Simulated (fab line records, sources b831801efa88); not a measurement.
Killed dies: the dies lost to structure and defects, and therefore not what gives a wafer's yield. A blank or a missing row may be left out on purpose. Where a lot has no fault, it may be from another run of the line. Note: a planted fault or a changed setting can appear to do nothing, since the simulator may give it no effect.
Which of the tools did it? || flow sky130 || 7 lots, 20 wafers sampled, at 3 steps of a route of 708

== WHAT THE GAUGES SHOWED, per wafer ==
SKY_PWDE_OVL_MEAS_07.
{"lot": "L453", "measured": "day 4 08:27", "on": "overlay-01", "PWDE_OVL (nm)": "-1.6 -2.5 0.3"}
{"lot": "L459", "measured": "day 6 01:13", "on": "overlay-01", "PWDE_OVL (nm)": "- 0.6"}
{"lot": "L463", "measured": "day 6 16:43", "on": "overlay-01", "PWDE_OVL (nm)": "1.2 0.3 -0.7"}
{"lot": "L467", "measured": "day 7 12:56", "on": "overlay-02", "PWDE_OVL (nm)": "0.6 -1.3 -2.4"}
{"lot": "L469", "measured": "day 8 10:56", "on": "overlay-01", "PWDE_OVL (nm)": "0.0 2.1 -0.5"}
{"lot": "L472", "measured": "day 8 16:42", "on": "overlay-02", "PWDE_OVL (nm)": "2.6 2.5 -0.5"}
{"lot": "L474", "measured": "day 9 07:36", "on": "overlay-02", "PWDE_OVL (nm)": "-1.2 -1.2 -2.1"}

== WHICH TOOL RAN EACH LOT (tool, then ch and the chambers of the sampled wafers, then the start) ==
{"lot": "L453", "SKY_FIELD_ISO_ETCH_14": "rieDiel-04 ch 2,3, day 2 16:24", "SKY_PWDE_DEVELOP_06": "lithoTrack-04 ch 0, day 4 08:00"}
{"lot": "L459", "SKY_FIELD_ISO_ETCH_14": "rieDiel-04 ch 1,3, day 3 22:57", "SKY_PWDE_DEVELOP_06": "lithoTrack-04 ch 0, day 6 01:00"}
{"lot": "L463", "SKY_FIELD_ISO_ETCH_14": "rieDiel-04 ch 1,2, day 4 20:49", "SKY_PWDE_DEVELOP_06": "lithoTrack-03 ch 0, day 6 16:00"}
{"lot": "L467", "SKY_FIELD_ISO_ETCH_14": "rieDiel-02 ch 1,3, day 5 15:09", "SKY_PWDE_DEVELOP_06": "lithoTrack-01 ch 0, day 7 12:00"}
{"lot": "L469", "SKY_FIELD_ISO_ETCH_14": "rieDiel-02 ch 0,1,3, day 6 03:23", "SKY_PWDE_DEVELOP_06": "lithoTrack-03 ch 0, day 8 10:00"}
{"lot": "L472", "SKY_FIELD_ISO_ETCH_14": "rieDiel-02 ch 2,3, day 6 17:10", "SKY_PWDE_DEVELOP_06": "lithoTrack-01 ch 0, day 8 16:00"}
{"lot": "L474", "SKY_FIELD_ISO_ETCH_14": "rieDiel-03 ch 0,2,3, day 7 04:26", "SKY_PWDE_DEVELOP_06": "lithoTrack-04 ch 0, day 9 07:00"}
- SKY_FIELD_ISO_ETCH_14: etches BARC in N2/H2, stops on SiO2, time 45.9 s, target depth 60 nm.
- SKY_PWDE_DEVELOP_06: develop time 60 s.

== THE ANSWER, worked out from the rows above alone ==
Rule: what is usual is taken from the lots themselves. Put in order of their means at a reading, lots are off if they are a third of the lots or fewer, leave a main group of 4 or more, and stand apart from it by a gap of 3 or more times the standard deviation of the main group's means; of several such gaps the widest counts. A main group whose means are all the same, to the digits that the tables above print for the reading, isn't used. Also off: a lot with no number at a reading for which 4 or more lots have one. Any other lot the step has rows for is counted as sound.
None of the lots is off at any reading shown; this tells nothing.

== WHAT HAD BEEN PUT IN BY THE SIMULATOR ==
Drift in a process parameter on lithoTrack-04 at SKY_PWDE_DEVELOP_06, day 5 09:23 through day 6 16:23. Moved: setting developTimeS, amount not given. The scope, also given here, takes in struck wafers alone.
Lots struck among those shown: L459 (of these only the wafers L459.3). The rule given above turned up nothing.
